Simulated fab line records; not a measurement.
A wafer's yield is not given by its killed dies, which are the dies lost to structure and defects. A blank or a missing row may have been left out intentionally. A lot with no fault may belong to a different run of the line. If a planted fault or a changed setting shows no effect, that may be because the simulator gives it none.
Problem report in the 8D (eight disciplines) form, filled by code	flow sky130	the parts of the form that need people (team, actions taken, sign-off) are left out

== 1. WHAT WENT WRONG ==
Wafers without a fault read 0.986 a.u., standard deviation 0.0082; oesProductAu at SKY_POLY_GATE_ETCH_17 reads a mean of 0.691 a.u. on 2 wafers belonging to 2 lots. That is -36 standard deviations from the usual mean.
The step: etches poly-Si in HBr/Cl2, stops on SiO2, target depth 180 nm, time 70.5 s.
The first sign was on wafer L280.5 at day 21 15:41, on rieSi-02. The record has a number at this step for 42 wafers belonging to 14 lots. Rule for "out" (also "out of limits"): further than 4 standard deviations from the usual mean. The other wafers with a number count as sound.

== 2. WHAT IT IS AND WHAT IT IS NOT ==
question	is	is not
which readings at this step	oesProductAu	drypumpMotorCurrentA, heBacksideLeakSccm, mfcCl2Sccm, throttleValvePct
which lots	L280, L283	L265, L266, L271, L272, L273, L274, L275, L276, L277, L281, L282, L288
which wafers of those lots	L280.5, L283.1	L280.2, L280.6, L283.5, L283.6
read on which tools	rieSi-02	rieSi-01
when	from day 21 15:41	up to then (29 sound wafers); but 11 sound wafers of L281, L282, L283, L288 came after

== 3. THE SUSPECTS, EACH WITH WHAT RULES IT OUT ==
Counting: a tool at a process step up to the reading stays a suspect if it ran every lot that is out. Sound lots after the first of them don't rule it out here, since some wafers of a struck lot are sound.
- rieSi-02 at SKY_POLY_GATE_ETCH_17 (etches poly-Si in HBr/Cl2, stops on SiO2, target depth 180 nm, time 70.5 s): kept. It processed each lot that is out (first: L280, day 21 15:41); up to then, its last sound lot is L276 (day 20 13:48). Its own readings are out on those wafers: oesProductAu.
- At SKY_POLY_GATE_ETCH_17, inside rieSi-02: chamber 3 took the wafers that are out, while their sound lot-mates went through chambers 0, 1, 2.
Remaining after the count: rieSi-02 at SKY_POLY_GATE_ETCH_17.

== 4. THE CAUSE (what the simulator had put in) ==
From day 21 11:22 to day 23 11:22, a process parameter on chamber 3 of rieSi-02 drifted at SKY_POLY_GATE_ETCH_17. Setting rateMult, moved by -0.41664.
This tool alone remained once counting was done.

== 5. SEQUENCE OF EFFECTS, ordered by route ==
One row per reading whose mean, taken over the struck wafers that have a number, lies over 3 standard deviations from the usual. Only readings whose record carries a usual standard deviation are examined. hours: median over the lots of the time between each lot's start at the first step of this table that gives one and its start at this step. sigmas: the change, counted in usual standard deviations.
hours	step	reading	usual	on struck wafers	change	sigmas
0	SKY_POLY_GATE_ETCH_17	oesProductAu	0.986 a.u.	0.691	-0.295	-36
0	SKY_POLY_GATE_STRIP_18	oesProductAu	0.361 a.u.	0.377	+0.016	+3.5
0	SKY_POLY_GATE_STRIP_18	stripTimeToEndpointS	3.18 s	3.65	+0.47	+12
Its process steps:
- SKY_POLY_GATE_ETCH_17: etches poly-Si in HBr/Cl2, stops on SiO2, target depth 180 nm, time 70.5 s.
- SKY_POLY_GATE_STRIP_18: strips in O2/N2.

== 6. HOW IT WOULD HAVE BEEN CAUGHT EARLIER ==
In this record the first reading out of limits was taken at day 21 15:41, 4 hours after the fault began at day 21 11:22.
